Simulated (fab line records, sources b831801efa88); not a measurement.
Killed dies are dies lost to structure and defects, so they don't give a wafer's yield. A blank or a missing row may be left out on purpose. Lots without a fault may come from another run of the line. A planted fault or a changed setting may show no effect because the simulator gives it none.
One fault seen from 2 desks | flow sky130 | each desk has only its own numbers; what lay behind them comes last

THE TOOL OWNER'S DESK: litho_track-02
The tool's own readings at SKY_VIA2_SOFTBAKE_08 (time 90 s): means of the sampled wafers that have a number, for each lot that ran on this tool. A lot is out of limits, marked OUT, if its mean lies more than 4 standard deviations from the usual mean; the brackets give that distance.
Columns: A = heater_power_total_W at SKY_VIA2_SOFTBAKE_08, usual 57.37 W; B = run_length_s at SKY_VIA2_SOFTBAKE_08, usual 119.14 s
lot  | first seen here | A                | B
L764 | day 37 01:00    | 57.34            | 119.27
L769 | day 38 08:00    | 57.27            | 119.43
L774 | day 39 21:00    | 58.04 (+5.6) OUT | 116.45 (-9.6) OUT
L775 | day 40 02:00    | 58.41 (+8.7) OUT | 114.79 (-16) OUT
L776 | day 40 18:00    | 58.13 (+6.4) OUT | 116.26 (-10) OUT
This desk's finding: out of limits on L774, L775, L776; first on L774, day 39 21:00 (heater_power_total_W at SKY_VIA2_SOFTBAKE_08). In limits: L764, L769.

THE METROLOGY DESK
What the gauges read, lot by lot, whatever tool the lot ran on: means of the sampled wafers that have a number. A lot is out of limits, marked OUT, if its mean lies more than 4 standard deviations from the usual mean; the brackets give that distance.
Columns: A = cd_nm at SKY_SD_N_CD_MEAS_07, usual 380.5 nm
lot  | first seen here | A
L762 | day 29 00:26    | 384.6
L764 | day 29 09:20    | 378.4
L768 | day 30 10:29    | 381.2
L769 | day 30 18:20    | 380.5
L771 | day 31 12:14    | 382.4
L774 | day 32 10:16    | 381.4
L775 | day 32 15:28    | 374.5
L776 | day 33 09:19    | 379.8
L777 | day 33 12:31    | 382.4
L781 | day 34 19:02    | 381.2
L782 | day 34 22:23    | 380.6
L783 | day 35 08:23    | 378.0
This desk's finding: nothing out of limits on any of the 12 lots.

PUT TOGETHER
The tool owner's desk could have raised an alarm at day 39 21:00, on L774, L775, L776.
The metrology desk saw nothing out of limits.
The metrology desk has L774, L775, L776 on record, within its limits.
Of the lots named, all ran SKY_VIA2_SOFTBAKE_08 on litho_track-02.

WHAT THE SIMULATOR HAD PUT IN
Process parameter drift: litho_track-02, from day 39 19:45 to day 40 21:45, at SKY_VIA2_SOFTBAKE_08. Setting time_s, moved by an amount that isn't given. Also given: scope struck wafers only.
Lots struck among those shown: L774, L775, L776.
Hours from the fault's start to each desk's first reading out of limits: the tool owner's desk, 1.
